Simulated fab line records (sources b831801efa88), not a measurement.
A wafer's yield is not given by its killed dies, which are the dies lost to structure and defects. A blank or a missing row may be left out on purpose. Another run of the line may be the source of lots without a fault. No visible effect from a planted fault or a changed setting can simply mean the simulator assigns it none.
Matching of chambers || flow sky130 || SKY_FIELD_ISO_CMP_27 on cmp-01: 4 sister chambers
The step polishes, stops on Si3N4, t overpolish 16 s, target thk 457.8 nm. 8 wafers are shown with their chamber, then 8 later ones without.

== EACH WAFER AND ITS CHAMBER ==
{"wafer": "L592.5", "chamber": 2, "motor-current-A (A)": 11.6, "time-to-endpoint-s (s)": 114}
{"wafer": "L594.2", "chamber": 3, "motor-current-A (A)": 12.8, "time-to-endpoint-s (s)": 113}
{"wafer": "L594.5", "chamber": 1, "motor-current-A (A)": 14.1, "time-to-endpoint-s (s)": 107}
{"wafer": "L594.6", "chamber": 2, "motor-current-A (A)": 11.2, "time-to-endpoint-s (s)": 114}
{"wafer": "L597.2", "chamber": 3, "motor-current-A (A)": 12.3, "time-to-endpoint-s (s)": 107}
{"wafer": "L597.4", "chamber": 1, "motor-current-A (A)": 13.2, "time-to-endpoint-s (s)": 110}
{"wafer": "L597.6", "chamber": 0, "motor-current-A (A)": 11.3, "time-to-endpoint-s (s)": 107}
{"wafer": "L598.1", "chamber": 0, "motor-current-A (A)": 11.4, "time-to-endpoint-s (s)": 103}

== WAFERS WITH NO CHAMBER GIVEN ==
{"wafer": "L598.2", "motor-current-A (A)": 13.1, "time-to-endpoint-s (s)": 109}
{"wafer": "L598.5", "motor-current-A (A)": 11.5, "time-to-endpoint-s (s)": 103}
{"wafer": "L599.2", "motor-current-A (A)": 13.1, "time-to-endpoint-s (s)": 111}
{"wafer": "L599.3", "motor-current-A (A)": 11.7, "time-to-endpoint-s (s)": 106}
{"wafer": "L599.6", "motor-current-A (A)": 11.3, "time-to-endpoint-s (s)": 113}
{"wafer": "L600.1", "motor-current-A (A)": 11.2, "time-to-endpoint-s (s)": 111}
{"wafer": "L600.2", "motor-current-A (A)": 12.7, "time-to-endpoint-s (s)": 110}
{"wafer": "L600.3", "motor-current-A (A)": 12.2, "time-to-endpoint-s (s)": 114}

== EACH ONE'S CHAMBER ==
{"wafer": "L598.2", "from the rows above": "can't be placed: 1 or 3", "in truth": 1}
{"wafer": "L598.5", "from the rows above": 0, "in truth": 0}
{"wafer": "L599.2", "from the rows above": "can't be placed: 3 or 1", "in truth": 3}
{"wafer": "L599.3", "from the rows above": "can't be placed: 0 or 3", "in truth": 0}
{"wafer": "L599.6", "from the rows above": 2, "in truth": 2}
{"wafer": "L600.1", "from the rows above": "can't be placed: 2 or 0", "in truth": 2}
{"wafer": "L600.2", "from the rows above": 3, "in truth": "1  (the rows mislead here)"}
{"wafer": "L600.3", "from the rows above": "can't be placed: 3 or 2", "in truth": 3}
Correct placement for 2 of the 8. These rows do not allow placing 5 (true chamber among the candidates in 5). Wrongly placed: 1.
How it was worked out, from the rows above alone: a wafer's distance from a chamber is the root of the sum, over the readings, of the square of ((its reading less the chamber's mean) divided by the reading's scatter). If the next closest chamber is less than 2 further off than the closest, the wafer can't be placed; otherwise it belongs to the closest. For every chamber, the mean is computed from those of its wafers that are shown. The scatter is the square root of a quotient: the sum, over the shown wafers, of each reading's squared deviation from its chamber's mean, divided by wafers minus chambers.
